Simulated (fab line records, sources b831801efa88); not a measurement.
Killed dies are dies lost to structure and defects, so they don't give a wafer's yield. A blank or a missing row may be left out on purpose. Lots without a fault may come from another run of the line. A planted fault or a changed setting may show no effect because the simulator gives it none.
fab line records | flow sky130
record lots=5 wafers=15 last_day=49
route steps=708 shown SONOS_TUNNEL@160 SONOS_ONO@168 GATE_OXIDE@187 PAD_OPEN@708
lots that met no fault: from a run of the same line without faults
start_h: hours from the record's first day to the start of the lot's first wafer shown | wait_h: hours since the lot's step before | " the same as in the row above | L1.1+2: a row that stands for several wafers | - no value, or no start given | * or withheld: withheld | < > ~ a bound
route shown NAME@n: a module of which the file shows steps, and the number in the route of the first | usual: mean/standard deviation of fault-free wafers | same: alike in all rows | chamber/n: place in a boat | sites: the reading at each site | _std_site: their standard deviation | _edge_site: outer sites' mean less inner sites' | radius_mm: how far each site lies from the wafer's centre | mask NAME#n: copy n | behind: the tool/chamber that last shaped the wafer | hold: why the lot was held/for how many hours/how that ended | device: the transistor (n, p or np) that didn't switch | end of line: the same wafers' tests at the end of the route | a step without rows: its recipe alone | killed: dies lost to structure and defects at the first sort, not the wafer's yield | map: a wafer's dies, x killed, . not, _ none there
set.NAME: the setting as run; set.NAME@STEP: as run at that earlier step | model.NAME: the simulator's own value behind a step, which no gauge read
lots at some steps of the route; a table a step, a row a wafer
services: from which hour (start_h, from the record's first day; less than 0 if before it) a tool's chamber was out of use, for how many hours, and why
## steps
# step SKY_SONOS_TUNNEL_DEVELOP_06
# recipe resist=NOVOLAK developer=TMAH develop_time_s=60 dev_temp_c=23
# step SKY_SONOS_TUNNEL_CD_MEAS_07
# recipe target_cd_nm=410
# usual cd_nm=409.4/2.2
# columns lot.wafer tool chamber start_h wait_h cd_nm
L949.1 cd_sem-01 - 286.77 0.1 411.6
L949.3 " - " " 412.0
L949.6 " - " " 411.3
L951.2 cd_sem-02 - 298.59 0.1 408.5
L951.4 " - " " 406.3
L951.5 " - " " 408.8
L952.3 cd_sem-02 - 315.22 0.1 413.5
L952.4 " - " " 411.4
L952.6 " - " " 411.1
L955.1 cd_sem-01 - 322.08 0.1 412.4
L955.4 " - " " 407.6
L955.5 " - " " 410.7
L960.1 cd_sem-01 - 371.72 0.1 408.2
L960.2 " - " " 409.2
L960.4 " - " " 409.6
# step SKY_SONOS_TUNNEL_OVL_MEAS_08
# usual SONOS_TUNNEL_OVL=-0.3/1.6
# columns lot.wafer tool chamber start_h wait_h SONOS_TUNNEL_OVL[nm]
L949.1 overlay-01 - 286.89 0.1 -2.2
L949.3 " - " " -0.8
L949.6 " - " " 0.0
L951.2 overlay-01 - 298.69 0.1 1.2
L951.4 " - " " -0.6
L951.5 " - " " 1.0
L952.3 overlay-01 - 315.31 0.1 0.3
L952.4 " - " " -2.8
L952.6 " - " " -1.6
L955.1 overlay-01 - 322.20 0.1 -0.8
L955.4 " - " " 0.9
L955.5 " - " " 1.1
L960.1 overlay-02 - 371.84 0.1 -0.2
L960.2 " - " " 1.3
L960.4 " - " " 1.9
# step SKY_SONOS_TUNNEL_IMPLANT_09
# recipe species=B energy_kev=20 dose_cm2=1e+12 tilt_deg=withheld
# step SKY_SONOS_TUNNEL_WET_ETCH_10
# recipe chemistry=dHF target_depth_nm=14 target=SiO2 dilution=100:1 temp_c=25 time_s=280
# step SKY_SONOS_TUNNEL_STRIP_11
# recipe chemistry=SPM time_s=600 temp_c=130
# step SKY_SONOS_TUNNEL_TW_MEAS_12
# usual SONOS_TUNNEL_TW=200.5/1.9
# columns lot.wafer tool chamber start_h wait_h SONOS_TUNNEL_TW
L949.1 film_metro-04 - 287.33 0.0 202.0
L949.3 " - " " 202.8
L949.6 " - " " 202.3
L951.2 film_metro-03 - 299.14 0.0 198.1
L951.4 " - " " 196.7
L951.5 " - " " 198.0
L952.3 film_metro-03 - 315.78 0.0 199.1
L952.4 " - " " 197.8
L952.6 " - " " 198.6
L955.1 film_metro-03 - 322.67 0.0 198.1
L955.4 " - " " 198.4
L955.5 " - " " 198.2
L960.1 film_metro-04 - 372.28 0.0 201.6
L960.2 " - " " 202.5
L960.4 " - " " 201.5
# step SKY_SONOS_TUNNEL_CLEAN_13
# recipe chemistry=dHF time_s=20 dilution=100:1 dry=ipa_marangoni
# step SKY_SONOS_ONO_OXIDATION_00
# recipe temp_c=800 ambient=O2 idle_temp_c=700 ramp_up_c_per_min=10 ramp_down_c_per_min=3 stabilise_s=600 purge_s=300 target_thk_a=26 ox_time_s=1249
# step SKY_SONOS_ONO_THK_MEAS_01
# recipe reads=SiO2_of_SONOS_ONO_OXIDATION_00
# usual SONOS_ONO_OXIDATION_THK=2.60/0.06
# columns lot.wafer tool chamber start_h wait_h SONOS_ONO_OXIDATION_THK[nm]
L949.1 film_metro-02 - 289.37 0.0 2.56
L949.3 " - " " 2.59
L949.6 " - " " 2.65
L951.2 film_metro-01 - 302.47 0.0 2.66
L951.4 " - " " 2.61
L951.5 " - " " 2.65
L952.3 film_metro-02 - 317.67 0.0 2.64
L952.4 " - " " 2.55
L952.6 " - " " 2.63
L955.1 film_metro-02 - 325.18 0.0 2.55
L955.4 " - " " 2.52
L955.5 " - " " 2.54
L960.1 film_metro-01 - 373.75 0.0 2.63
L960.2 " - " " 2.67
L960.4 " - " " 2.51
# step SKY_SONOS_ONO_CVD_02
# recipe material=Si3N4 precursor=DCS/NH3 target_thk_nm=10.5 temp_c=770 time_s=180 pressure_mtorr=250
# step SKY_SONOS_ONO_THK_MEAS_03
# recipe reads=Si3N4_of_SONOS_ONO_CVD_02
# usual SONOS_ONO_CVD_02_THK=10.55/0.17
# columns lot.wafer tool chamber start_h wait_h SONOS_ONO_CVD_02_THK[nm]
L949.1 film_metro-04 - 290.48 0.0 10.55
L949.3 " - " " 10.62
L949.6 " - " " 10.71
L951.2 film_metro-01 - 303.58 0.0 10.46
L951.4 " - " " 10.38
L951.5 " - " " 10.42
L952.3 film_metro-02 - 322.27 0.0 10.70
L952.4 " - " " 10.72
L952.6 " - " " 10.84
L955.1 film_metro-04 - 326.44 0.0 10.72
L955.4 " - " " 10.72
L955.5 " - " " 10.66
L960.1 film_metro-04 - 376.80 0.0 10.61
L960.2 " - " " 10.60
L960.4 " - " " 10.57
# step SKY_SONOS_ONO_CVD_04
# recipe material=SiO2 precursor=SiH4/N2O target_thk_nm=5.7199 temp_c=900 pressure_mtorr=400
# usual spike_tc_centre_C=900.8/1 spike_tc_upper_C=901.2/1.3
# columns lot.wafer tool chamber start_h wait_h spike_tc_centre_C spike_tc_upper_C
L949.1 lpcvd-03 1 290.54 0.1 902.3 901.7
L949.3 " 1 " " 901.6 902.0
L949.6 " 1 " " 900.2 902.5
L951.2 lpcvd-03 1 303.63 0.0 900.9 901.2
L951.4 " 1 " " 899.3 900.6
L951.5 " 1 " " 901.0 903.8
L952.3 lpcvd-03 0 322.31 0.0 899.1 901.6
L952.4 " 0 " " 900.5 901.7
L952.6 " 0 " " 902.5 899.1
L955.1 lpcvd-03 0 326.50 0.1 898.2 900.9
L955.4 " 0 " " 900.4 900.8
L955.5 " 0 " " 900.2 900.3
L960.1 lpcvd-03 0 376.86 0.1 902.5 899.2
L960.2 " 0 " " 899.7 899.6
L960.4 " 0 " " 902.5 899.9
# step SKY_SONOS_ONO_THK_MEAS_05
# recipe reads=SiO2_of_SONOS_ONO_CVD_04
# usual SONOS_ONO_CVD_04_THK=5.71/0.11
# columns lot.wafer tool chamber start_h wait_h SONOS_ONO_CVD_04_THK[nm]
L949.1 film_metro-01 - 292.42 0.0 5.72
L949.3 " - " " 5.68
L949.6 " - " " 5.72
L951.2 film_metro-04 - 304.89 0.0 5.66
L951.4 " - " " 5.62
L951.5 " - " " 5.64
L952.3 film_metro-01 - 323.58 0.0 5.89
L952.4 " - " " 5.83
L952.6 " - " " 5.87
L955.1 film_metro-04 - 327.75 0.0 5.85
L955.4 " - " " 5.84
L955.5 " - " " 5.95
L960.1 film_metro-04 - 378.11 0.0 5.50
L960.2 " - " " 5.61
L960.4 " - " " 5.71
# step SKY_SONOS_ONO_DEHYDRATE_06
# recipe temp_c=200 time_s=60
# step SKY_SONOS_ONO_HMDS_07
# recipe prime_time_s=60 prime_temp_c=120
# step SKY_SONOS_ONO_COAT_08
# recipe resist=NOVOLAK spin_rpm=3000 resist_thk_nm=1140
# step SKY_SONOS_ONO_SOFTBAKE_09
# recipe temp_c=90 time_s=60 resist=NOVOLAK
# step SKY_SONOS_ONO_EXPOSE_10
# recipe mask_id=ONOM target_cd_nm=410 na=0.6 source_shape=conventional sigma_outer=0.6 dose_mj=150
# step SKY_SONOS_ONO_PEB_11
# recipe temp_c=withheld time_s=* resist=NOVOLAK
# step SKY_SONOS_ONO_DEVELOP_12
# recipe develop_time_s=60 dev_temp_c=23
# step SKY_SONOS_ONO_CD_MEAS_13
# recipe target_cd_nm=410
# usual cd_nm=410.4/1.9
# columns lot.wafer tool chamber start_h wait_h cd_nm
L949.1 cd_sem-01 - 318.13 0.1 411.8
L949.3 " - " " 412.4
L949.6 " - " " 413.3
L951.2 cd_sem-01 - 330.55 0.1 407.8
L951.4 " - " " 407.1
L951.5 " - " " 407.9
L952.3 cd_sem-01 - 349.97 0.1 412.0
L952.4 " - " " 409.9
L952.6 " - " " 411.8
L955.1 cd_sem-02 - 355.28 0.1 412.2
L955.4 " - " " 409.7
L955.5 " - " " 410.1
L960.1 cd_sem-02 - 407.38 0.1 409.8
L960.2 " - " " 413.4
L960.4 " - " " 410.6
# step SKY_SONOS_ONO_OVL_MEAS_14
# usual SONOS_ONO_OVL=-0.7/1.3
# columns lot.wafer tool chamber start_h wait_h SONOS_ONO_OVL[nm]
L949.1 overlay-01 - 318.27 0.1 -0.7
L949.3 " - " " -0.8
L949.6 " - " " -0.8
L951.2 overlay-01 - 330.65 0.1 -1.7
L951.4 " - " " -0.4
L951.5 " - " " -1.6
L952.3 overlay-01 - 350.06 0.1 -3.4
L952.4 " - " " -3.3
L952.6 " - " " -3.0
L955.1 overlay-02 - 355.40 0.1 0.9
L955.4 " - " " -2.0
L955.5 " - " " -0.8
L960.1 overlay-02 - 407.50 0.1 -1.0
L960.2 " - " " -0.8
L960.4 " - " " -1.0
# step SKY_SONOS_ONO_ETCH_15
# recipe target_depth_nm=19.52 chemistry=CHF3/O2 source_w=600 bias_w=200 pressure_mtorr=40 chf3_flow_sccm=50 O2_flow_sccm=5 time_s=7.8
# usual drypump_motor_current_A=5.7/0.45 oes_product_au=1.002/0.014 throttle_valve_pct=8.824/0.01
# columns lot.wafer tool chamber start_h wait_h drypump_motor_current_A oes_product_au rf_hours_counter_h throttle_valve_pct
L949.1 rie_diel-04 3 318.30 0.0 5.0 1.007 4 8.836
L949.3 " 0 " " 5.3 0.982 12 8.805
L949.6 " 3 " " 5.0 1.008 - 8.818
L951.2 rie_diel-04 0 330.68 0.0 5.3 0.991 12 8.809
L951.4 " 3 " " 5.0 1.029 5 8.829
L951.5 " 0 " " 5.3 1.000 - 8.837
L952.3 rie_diel-03 1 350.08 0.0 6.3 1.001 30 8.824
L952.4 " 0 " " 6.2 0.983 22 8.823
L952.6 " 1 " " 6.3 0.998 - 8.827
L955.1 rie_diel-04 1 355.43 0.0 5.6 1.004 5 8.813
L955.4 " 3 " " 5.0 1.015 5 8.837
L955.5 " 2 " " 6.0 1.034 - 8.820
L960.1 rie_diel-04 1 407.53 0.0 5.6 0.990 6 8.825
L960.2 " 3 " " 5.0 1.019 6 8.825
L960.4 " 2 " " 6.0 1.025 49 8.829
# step SKY_SONOS_ONO_WET_ETCH_16
# recipe chemistry=dHF target_depth_nm=14 dry=n2_spin target=SiO2 dilution=100:1 temp_c=25 time_s=280
# step SKY_SONOS_ONO_STRIP_17
# recipe chemistry=O2/N2 power_w=1400 pressure_mtorr=1500 platen_temp_c=withheld o2_flow_sccm=3000 n2_flow_sccm=300 overash_fraction=0.5
# usual drypump_motor_current_A=5.7/0.62 oes_product_au=0.710/0.0044 strip_time_to_endpoint_s=14.09/0.039
# columns lot.wafer tool chamber start_h wait_h drypump_motor_current_A oes_product_au rf_hours_counter_h strip_time_to_endpoint_s
L949.1 plasma_asher-02 1 318.42 0.0 5.2 0.710 65 14.14
L949.3 " 1 " " 5.2 0.708 - 14.14
L949.6 " 1 " " 5.2 0.709 - 14.15
L951.2 plasma_asher-01 0 330.81 0.0 6.2 0.716 18 14.07
L951.4 " 0 " " 6.1 0.705 - 14.10
L951.5 " 1 " " 5.4 0.711 - 14.06
L952.3 plasma_asher-02 0 350.22 0.0 6.2 0.707 - 14.09
L952.4 " 1 " " 5.2 0.707 - 14.14
L952.6 " 0 " " 6.2 0.707 - 14.12
L955.1 plasma_asher-01 1 355.55 0.0 5.4 0.696 21 14.11
L955.4 " 1 " " 5.5 0.707 - 14.08
L955.5 " 1 " " 5.5 0.708 - 14.12
L960.1 plasma_asher-01 0 407.65 0.0 6.2 0.712 26 14.04
L960.2 " 1 " " 5.4 0.704 26 14.04
L960.4 " 1 " " 5.5 0.708 - 14.04
# step SKY_SONOS_ONO_WET_ETCH_18
# recipe chemistry=H3PO4 target_depth_nm=15 target=Si3N4 temp_c=160 time_s=172
# step SKY_GATE_OXIDE_CLEAN_00
# recipe chemistry=SC1/SC2 mix=1:4:20 temp_c=70 time_s=150 dry=n2_spin
# step SKY_GATE_OXIDE_OXIDATION_01
# recipe temp_c=900 ambient=O2 stabilise_s=600 purge_s=300 target_thk_a=102.68 ox_time_s=1473
# step SKY_GATE_OXIDE_THK_MEAS_02
# recipe reads=SiO2_of_GATE_OXIDE_OXIDATION_01
# usual GATE_OXIDE_OXIDATION_00_THK=10.31/0.2
# columns lot.wafer tool chamber start_h wait_h GATE_OXIDE_OXIDATION_00_THK[nm]
L949.1 film_metro-02 - 321.31 0.0 9.94
L949.3 " - " " 9.97
L949.6 " - " " 9.83
L951.2 film_metro-02 - 332.44 0.0 10.38
L951.4 " - " " 10.40
L951.5 " - " " 10.37
L952.3 film_metro-03 - 352.44 0.0 10.71
L952.4 " - " " 10.58
L952.6 " - " " 10.60
L955.1 film_metro-03 - 359.72 0.0 10.32
L955.4 " - " " 10.58
L955.5 " - " " 10.37
L960.1 film_metro-02 - 411.37 0.0 10.23
L960.2 " - " " 10.37
L960.4 " - " " 10.28
# step SKY_GATE_OXIDE_DEHYDRATE_03
# recipe temp_c=200 time_s=60
# step SKY_GATE_OXIDE_HMDS_04
# recipe prime_time_s=60 prime_temp_c=120
# step SKY_GATE_OXIDE_COAT_05
# recipe resist=NOVOLAK spin_rpm=3000 resist_thk_nm=1140
# step SKY_GATE_OXIDE_SOFTBAKE_06
# recipe temp_c=90 time_s=60 resist=NOVOLAK
# step SKY_GATE_OXIDE_EXPOSE_07
# recipe mask_id=LVOM na=0.6 source_shape=conventional sigma_outer=0.6 polarization=unpolarized target_cd_nm=600 dose_mj=170
# step SKY_GATE_OXIDE_PEB_08
# recipe temp_c=withheld time_s=* resist=NOVOLAK
# step SKY_GATE_OXIDE_DEVELOP_09
# recipe resist=NOVOLAK developer=TMAH develop_time_s=60 dev_temp_c=23
# step SKY_GATE_OXIDE_OVL_MEAS_10
# usual GATE_OXIDE_OVL=0.3/1.3
# columns lot.wafer tool chamber start_h wait_h GATE_OXIDE_OVL[nm]
L949.1 overlay-02 - 347.67 0.1 0.7
L949.3 " - " " 0.0
L949.6 " - " " 0.2
L951.2 overlay-02 - 359.72 0.1 0.7
L951.4 " - " " 4.0
L951.5 " - " " 0.3
L952.3 overlay-01 - 379.78 0.1 2.3
L952.4 " - " " 0.7
L952.6 " - " " -0.8
L955.1 overlay-01 - 387.43 0.1 -0.1
L955.4 " - " " -1.9
L955.5 " - " " -1.9
L960.1 overlay-01 - 440.36 0.1 -2.5
L960.2 " - " " -1.6
L960.4 " - " " 0.4
# step SKY_GATE_OXIDE_IMPLANT_11
# recipe species=B energy_kev=10 dose_cm2=2.6e+12 tilt_deg=withheld
# step SKY_GATE_OXIDE_WET_ETCH_12
# recipe chemistry=dHF target_depth_nm=16.8 dry=n2_spin target=SiO2 dilution=100:1 temp_c=25 time_s=336
# step SKY_GATE_OXIDE_STRIP_13
# recipe chemistry=O2/N2 power_w=1400 pressure_mtorr=1500 platen_temp_c=withheld o2_flow_sccm=3000 n2_flow_sccm=300 overash_fraction=0.5
# usual drypump_motor_current_A=5.7/0.39 oes_product_au=0.715/0.0042 strip_time_to_endpoint_s=14.18/0.042
# columns lot.wafer tool chamber start_h wait_h drypump_motor_current_A oes_product_au rf_hours_counter_h strip_time_to_endpoint_s
L949.1 plasma_asher-02 1 347.95 0.0 5.2 0.712 68 14.13
L949.3 " 0 " " 6.2 0.713 - 14.18
L949.6 " 1 " " 5.2 0.713 - 14.15
L951.2 plasma_asher-01 1 360.01 0.0 5.4 0.714 21 14.11
L951.4 " 0 " " 6.2 0.712 - 14.10
L951.5 " 0 " " 6.2 0.721 - 14.11
L952.3 plasma_asher-03 1 380.09 0.0 5.3 0.716 - 14.18
L952.4 " 0 " " 5.8 0.716 - 14.18
L952.6 " 0 " " 5.8 0.714 - 14.18
L955.1 plasma_asher-03 0 387.72 0.0 5.8 0.714 58 14.18
L955.4 " 1 " " 5.3 0.709 - 14.20
L955.5 " 1 " " 5.3 0.717 - 14.21
L960.1 plasma_asher-03 0 440.65 0.0 5.8 0.712 64 14.16
L960.2 " 1 " " 5.3 0.719 64 14.20
L960.4 " 1 " " 5.3 0.711 - 14.22
# step SKY_GATE_OXIDE_TW_MEAS_14
# usual GATE_OXIDE_TW=226.0/1.7
# columns lot.wafer tool chamber start_h wait_h GATE_OXIDE_TW
L949.1 film_metro-03 - 348.05 0.1 223.7
L949.3 " - " " 223.3
L949.6 " - " " 224.3
L951.2 film_metro-02 - 360.12 0.1 225.9
L951.4 " - " " 224.6
L951.5 " - " " 226.0
L952.3 film_metro-03 - 380.17 0.1 226.6
L952.4 " - " " 226.1
L952.6 " - " " 225.7
L955.1 film_metro-03 - 387.82 0.1 224.1
L955.4 " - " " 223.8
L955.5 " - " " 225.5
L960.1 film_metro-02 - 440.75 0.1 226.3
L960.2 " - " " 226.4
L960.4 " - " " 224.9
# step SKY_PAD_OPEN_PROBE_99
# usual killed_at_M0_to_M3=43/6.4 killed_at_M4_up=2.9/1.7 killed_at_contacts=24/5 killed_at_front_end=15/4 killed_at_other=0.4/0.62 killed_dies=86/9.3 killed_open=47/6.8 killed_short=38/5.8
# same gross_dies=492 killed_at_back_side=0
# columns lot.wafer tool chamber start_h wait_h killed_at_M0_to_M3 killed_at_M4_up killed_at_contacts killed_at_front_end killed_at_other killed_dies killed_open killed_short
L960.1 prober-01 - 1166.97 0.1 47 2 20 45 1 115 40 38
L960.2 prober-01 - 1167.02 0.1 47 2 29 48 0 126 55 33
L960.4 prober-01 - 1167.12 0.2 51 2 24 49 1 127 49 37
# killed by level:class
L960.1 SONOS_ONO:unspecified=37 VIA1:geometric_particle:open=12 CONTACT:geometric_particle:open=10 CONTACT:geometric_particle:short=6 VIA2:geometric_particle:short=6 VIA3:geometric_particle:open=6 VIA1:geometric_particle:short=5 METAL2:geometric_particle:open=5
L960.2 SONOS_ONO:unspecified=38 CONTACT:geometric_particle:open=12 VIA1:geometric_particle:open=11 VIA2:geometric_particle:open=9 VIA3:geometric_particle:open=9 LI_CONTACT:geometric_particle:open=7 CONTACT:geometric_particle:short=6 METAL1:geometric_particle:short=5
L960.4 SONOS_ONO:unspecified=40 VIA1:geometric_particle:open=12 CONTACT:geometric_particle:open=12 VIA2:geometric_particle:open=9 VIA1:geometric_particle:short=7 VIA3:geometric_particle:open=7 LOCAL_INTERCONNECT:geometric_particle:short=5 METAL1:geometric_particle:short=5
# map L960.4 (x killed, . not)
__________...x..xx.._________
________..xx.x.....xx._______
______.x................_____
_____....x...............____
____.x...x............x...___
___...x.........x...x......__
__.......x........x........._
_....x..x........x.x...x...xx
_......x.x.....x....x...xx..x
_x.x................x....x...
_..x..x.......x...x....x....x
_.x..............x..xx.....x.
_..........x..x.....xxxx...xx
_..xx...x.xx.......x...x....x
_............x.....x...xxx...
__.....xx..xx........x......_
___.....x.xx.......x.....x.__
____x....x.xx.xxxxxxxxx...___
_____.....xx.xxxxxxx.x...____
______......xxxxxxxx...._____
________...xxxxxxxxxx._______
__________..xxxxxxxx_________
# map L951.2 (x killed, . not)
__________........x._________
________x...xx....x..._______
______.............x...._____
_____.x...x..x.x.........____
____..x...x......x...x....___
___.x.........x............__
__..x.x.x..................._
_.....x................x.....
_..x.........x.x........x.x..
_........x..........x.x.xx...
_.x......xx...........x.x...x
_x.........x.....x.x.x....x.x
_..x.x.........xx.x...xx.....
_..xx..x..x..x.x.....x.......
_.x.....x..xxx............x.x
__x.x.....x................._
___......x..........xx..x..__
____...x..............x.x.___
_____x..x.xx.xxx...x.x.x.____
______.xx.....x...xx...._____
________.x.....x....x._______
__________....x..x.._________
## services
# columns tool chamber start_h hours kind
rie_diel-04 - 287.25 0.2 repair
rie_diel-04 - 318.66 0.3 repair
rie_diel-04 - 376.47 2.8 pm
rie_diel-04 1 381.81 2.4 repair
rie_diel-04 2 385.24 6.4 repair
plasma_asher-02 - 421.25 9.0 pm
plasma_asher-02 0 421.25 9.0 vent_cycle
plasma_asher-02 1 421.25 9.0 vent_cycle
plasma_asher-02 0 430.25 - clean
plasma_asher-02 1 430.25 - clean
plasma_asher-02 - 436.00 8.8 repair
rie_diel-03 1 436.03 20.4 repair
## key
first_sign step=SKY_PAD_OPEN_PROBE_99 reading=killed_at_front_end direction=up sigmas=8.1 usual=15 struck=47
effect step=SKY_PAD_OPEN_PROBE_99 reading=killed_dies direction=up sigmas=3.9 usual=86 struck=123
met_at SKY_SONOS_ONO_CVD_04
struck_wafers L960.1,L960.2,L960.4
tester_left_out L960
onset_between 326.50 376.86
also_fits time
fault kind=chamber_particle_source tool=lpcvd-03 chamber=0 onset_h=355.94 steps=SKY_SONOS_ONO_CVD_04 rate_per_visit_cm2=0.56867 end_h=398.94
# tester_left_out: of these lots the tester's yield and bins aren't shown, on N5 and GAA mostly nor the transistor test; their killed dies are dies lost to structure and defects alone, not to doping, threshold or leakage, so they don't give the yield
